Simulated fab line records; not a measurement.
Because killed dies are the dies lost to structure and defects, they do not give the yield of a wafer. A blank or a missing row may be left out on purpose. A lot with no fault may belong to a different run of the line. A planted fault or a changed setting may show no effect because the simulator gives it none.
Lot-split experiment | flow gf180mcu | on a route of 602 steps: 5 lots, 23 wafers read

## SPLIT DETAILS
At GF_PASSIVATION_COAT_06 (resist thk 4000 nm), the setting resistThkNm was moved away from the recipe's 4000 nm on 6 of the 23 wafers read, by -3.0% to +4.0%. This setting was run at the recipe's value on the other wafers.

The reading is taken at the split's own step.

## THE READING
coat_of_PASSIVATION_COAT_06.thkNm (the simulator's own value, which no gauge read), in nm, at GF_PASSIVATION_COAT_06 (resist thk 4000 nm). The file gives no usual value for it. Average 3995 nm, standard deviation 9.4 nm, over the 17 wafers here run with the recipe.

wafer  | tool, chamber at the split | resistThkNm as run, nm | against the recipe | coat_of_PASSIVATION_COAT_06.thkNm, nm | against lot-mates on the recipe
L074.1 | lithoTrack-04, 0           | 4000                   | recipe             | 4002                                  | -
L074.2 | lithoTrack-04, 0           | 4000                   | recipe             | 4001                                  | -
L074.3 | lithoTrack-04, 0           | 4000                   | recipe             | 4016                                  | -
L074.5 | lithoTrack-04, 0           | 4000                   | recipe             | 3998                                  | -
L074.6 | lithoTrack-04, 0           | 4000                   | recipe             | 4007                                  | -
L075.1 | lithoTrack-04, 0           | 4162                   | +4.0%              | 4164                                  | +164
L075.2 | lithoTrack-04, 0           | 4162                   | +4.0%              | 4177                                  | +176
L075.3 | lithoTrack-04, 0           | 4000                   | recipe             | 4003                                  | -
L075.5 | lithoTrack-04, 0           | 4000                   | recipe             | 3998                                  | -
L075.6 | lithoTrack-04, 0           | 4162                   | +4.0%              | 4168                                  | +168
L076.1 | lithoTrack-02, 0           | 4000                   | recipe             | 3977                                  | -
L076.3 | lithoTrack-02, 0           | 3879                   | -3.0%              | 3873                                  | -112
L076.4 | lithoTrack-02, 0           | 3879                   | -3.0%              | 3864                                  | -122
L076.5 | lithoTrack-02, 0           | 4000                   | recipe             | 3994                                  | -
L076.6 | lithoTrack-02, 0           | 3879                   | -3.0%              | 3857                                  | -128
L081.1 | lithoTrack-02, 0           | 4000                   | recipe             | 3996                                  | -
L081.2 | lithoTrack-02, 0           | 4000                   | recipe             | 3980                                  | -
L081.3 | lithoTrack-02, 0           | 4000                   | recipe             | 3998                                  | -
L081.4 | lithoTrack-02, 0           | 4000                   | recipe             | 3986                                  | -
L081.6 | lithoTrack-02, 0           | 4000                   | recipe             | 3991                                  | -
L084.1 | lithoTrack-03, 0           | 4000                   | recipe             | 3993                                  | -
L084.3 | lithoTrack-03, 0           | 4000                   | recipe             | 3987                                  | -
L084.4 | lithoTrack-03, 0           | 4000                   | recipe             | 3990                                  | -

FIT RESULTS
A straight line over all 23 wafers: coat_of_PASSIVATION_COAT_06.thkNm changes by +43.1 nm for each +1% of resistThkNm; r = +0.99; the points scatter about the line by 9 nm.
The same after taking each lot's own level away (the mean of its wafers on the recipe; 23 wafers): +41.1 nm for each +1%; r = +1.00; scatter 6.4 nm.
The reading moves by 1.7e+02 nm for the largest change in resistThkNm, on that fit.
Across the lots, their own levels run from 3985.5 to 4004.8 nm, a range of 2.1 times the standard deviation given above.
The two slopes are in agreement: the lot-to-lot level therefore moves the slope only a little.
Check: for one of the wafers moved furthest among these (+4.0%), held out of the fit, the line's prediction against its lot-mates is +168 nm. Against them it came out at +164 nm.

## THESE WAFERS: OTHER SPLITS
Other splits were also applied to these wafers ahead of the reading. Each is held against what the fit with the lots' levels taken away leaves over:
other split on the same wafers           | wafers away from the commonest value | r with coat_of_PASSIVATION_COAT_06.thkNm (lot level and that fit taken away)
GF_V4_ETCH_17 sourceW                    | 8                                    | +0.07
GF_MIM_SPUTTER_07 powerW                 | 6                                    | -0.30
GF_MIM_DEVELOP_18 developTimeS           | 6                                    | -0.07
GF_TOP_METAL_SPUTTER_02 timeS            | 6                                    | -0.01
GF_TOP_METAL_COAT_09 spinRpm             | 8                                    | +0.10
GF_TOP_METAL_METAL_ETCH_16 pressureMtorr | 15                                   | +0.13

## THE WHOLE CHAIN: every reading that the file lists as answering this split, in the file's order
step                    | what it does       | reading                                                                            | change (the file's fit)              | r (the file's)
GF_PASSIVATION_COAT_06  | resist thk 4000 nm | coat_of_PASSIVATION_COAT_06.thkNm (the simulator's own value, which no gauge read) | +41.2 nm for each +1% of the setting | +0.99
GF_PASSIVATION_STRIP_12 | strips in O2/N2    | stripTimeToEndpointS                                                               | withheld for each +1% of the setting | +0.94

## THE FILE'S OWN FIT
coat_of_PASSIVATION_COAT_06.thkNm changes by +41.2 nm for each +1% of resistThkNm, r = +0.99.
